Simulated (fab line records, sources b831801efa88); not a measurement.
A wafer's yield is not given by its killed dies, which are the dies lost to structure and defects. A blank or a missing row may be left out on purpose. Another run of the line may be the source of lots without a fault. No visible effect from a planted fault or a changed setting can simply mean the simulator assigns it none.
Lot-split experiment | flow sfq-line | on a route of 325 steps: 5 lots, 23 wafers read

== THE SPLIT ITSELF ==
At SFQ_TRILAYER_M6_LITHO_PEB_162 (peb time 60 s), the setting peb-time-s was moved away from the recipe's 60 s on 6 of the 23 wafers read, by -11.7% to +11.8%. This setting was run at the recipe's value on the other wafers.

== FROM THE SPLIT TO THE READING: what the file shows between them, 2 steps ==
- SFQ_TRILAYER_M6_LITHO_DEVELOP_161: time 60 s
- SFQ_TRILAYER_M6_BARC_OPEN_METAL_ETCH_206: etches BARC in O2, target depth 125 nm, time 41.7 s

== THE READING ==
M6.cd-nm (the simulator's own value, which no gauge read), in nm, at SFQ_TRILAYER_M6_ETCH_METAL_ETCH_162 (etches Nb in Cl2/Ar, stops on SiO2, target depth 240 nm, time 120 s). The file gives no usual value for it. Across the 17 wafers here that went through the recipe, the average is 500.2 nm and the standard deviation 1.8 nm.

wafer  | tool, chamber at the split | peb-time-s as run, s | against the recipe | M6.cd-nm, nm | against lot-mates on the recipe
L075.1 | litho-track-02, 0          | 60                   | recipe             | 501.4        | -
L075.2 | litho-track-02, 0          | 60                   | recipe             | 502.4        | -
L075.3 | litho-track-02, 0          | 60                   | recipe             | 502.1        | -
L075.5 | litho-track-02, 0          | 60                   | recipe             | 501.2        | -
L075.6 | litho-track-02, 0          | 60                   | recipe             | 502.7        | -
L077.1 | litho-track-03, 0          | 67.09                | +11.8%             | 484.5        | -16.4
L077.2 | litho-track-03, 0          | 67.09                | +11.8%             | 484.3        | -16.6
L077.4 | litho-track-03, 0          | 67.09                | +11.8%             | 483.9        | -17.0
L077.5 | litho-track-03, 0          | 60                   | recipe             | 500.7        | -
L077.6 | litho-track-03, 0          | 60                   | recipe             | 501.1        | -
L079.2 | litho-track-03, 0          | 60                   | recipe             | 501          | -
L079.4 | litho-track-03, 0          | 60                   | recipe             | 499.8        | -
L079.5 | litho-track-03, 0          | 60                   | recipe             | 499.4        | -
L083.1 | litho-track-02, 0          | 60                   | recipe             | 497.5        | -
L083.2 | litho-track-02, 0          | 60                   | recipe             | 499.8        | -
L083.3 | litho-track-02, 0          | 60                   | recipe             | 497.6        | -
L083.4 | litho-track-02, 0          | 60                   | recipe             | 498.9        | -
L083.6 | litho-track-02, 0          | 60                   | recipe             | 496.2        | -
L084.1 | litho-track-01, 0          | 52.99                | -11.7%             | 518.3        | +17.6
L084.2 | litho-track-01, 0          | 60                   | recipe             | 501          | -
L084.3 | litho-track-01, 0          | 52.99                | -11.7%             | 519.7        | +19.0
L084.4 | litho-track-01, 0          | 60                   | recipe             | 500.4        | -
L084.5 | litho-track-01, 0          | 52.99                | -11.7%             | 519.9        | +19.2

FIT RESULTS
A straight line over all 23 wafers: M6.cd-nm changes by -1.49 nm for each +1% of peb-time-s; r = -0.98; the points scatter about the line by 1.8 nm.
The same after taking each lot's own level away (the mean of its wafers on the recipe; 23 wafers): -1.5 nm for each +1%; r = -1.00; scatter 0.92 nm.
According to that fit, moving peb-time-s by its largest amount changes the reading by 18 nm.
The lots' own levels span 498.00 to 501.96 nm, that is 2.3 times the standard deviation above.
The two slopes are in agreement: the lot-to-lot level therefore moves the slope only a little.
Check: -17.7 nm against its lot-mates is what the line predicts for one of the wafers moved furthest among these (+11.8%) when that wafer is left out of the fit. It came out at -16.4 nm against them.

== THE OTHER SPLITS THESE WAFERS WENT THROUGH ==
Note: prior to the reading, these wafers also went through further splits. Each is held against what the fit with the lots' levels taken away leaves over:
other split on the same wafers                        | wafers away from the commonest value | r with M6.cd-nm (lot level and that fit taken away)
SFQ_TRILAYER_I4_VIA_LITHO_COAT_103 resist-thk-nm      | 8                                    | -0.07
SFQ_TRILAYER_JJ_CE_LITHO_COAT_119 spin-rpm            | 10                                   | +0.23
SFQ_TRILAYER_M5_LITHO_COAT_123 spin-rpm               | 8                                    | -0.12
SFQ_TRILAYER_R5_DEP_SPUTTER_132 power-w               | 8                                    | -0.11
SFQ_TRILAYER_R5_LITHO_COAT_136 resist-thk-nm          | 7                                    | -0.10
SFQ_TRILAYER_R5_BARC_OPEN_METAL_ETCH_177 icp-w        | 8                                    | +0.23
SFQ_TRILAYER_I5_LITHO_COAT_149 spin-rpm               | 10                                   | +0.04
SFQ_TRILAYER_I5_BARC_OPEN_VIA_ETCH_200 pressure-mtorr | 15                                   | +0.14
SFQ_TRILAYER_M6_LITHO_COAT_164 spin-rpm               | 10                                   | +0.41

== THE WHOLE CHAIN: every reading that the file lists as answering this split, in the file's order ==
step                                     | what it does                                                        | reading                                                   | change (the file's fit)              | r (the file's)
SFQ_TRILAYER_M6_BARC_OPEN_METAL_ETCH_206 | etches BARC in O2, target depth 125 nm, time 41.7 s                 | M6.cd-nm (the simulator's own value, which no gauge read) | -1.45 nm for each +1% of the setting | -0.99
SFQ_TRILAYER_M6_ETCH_METAL_ETCH_162      | etches Nb in Cl2/Ar, stops on SiO2, target depth 240 nm, time 120 s | M6.cd-nm (the simulator's own value, which no gauge read) | -1.5 nm for each +1% of the setting  | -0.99

== FILE'S OWN FIT ==
M6.cd-nm changes by -1.5 nm for each +1% of peb-time-s, r = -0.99.
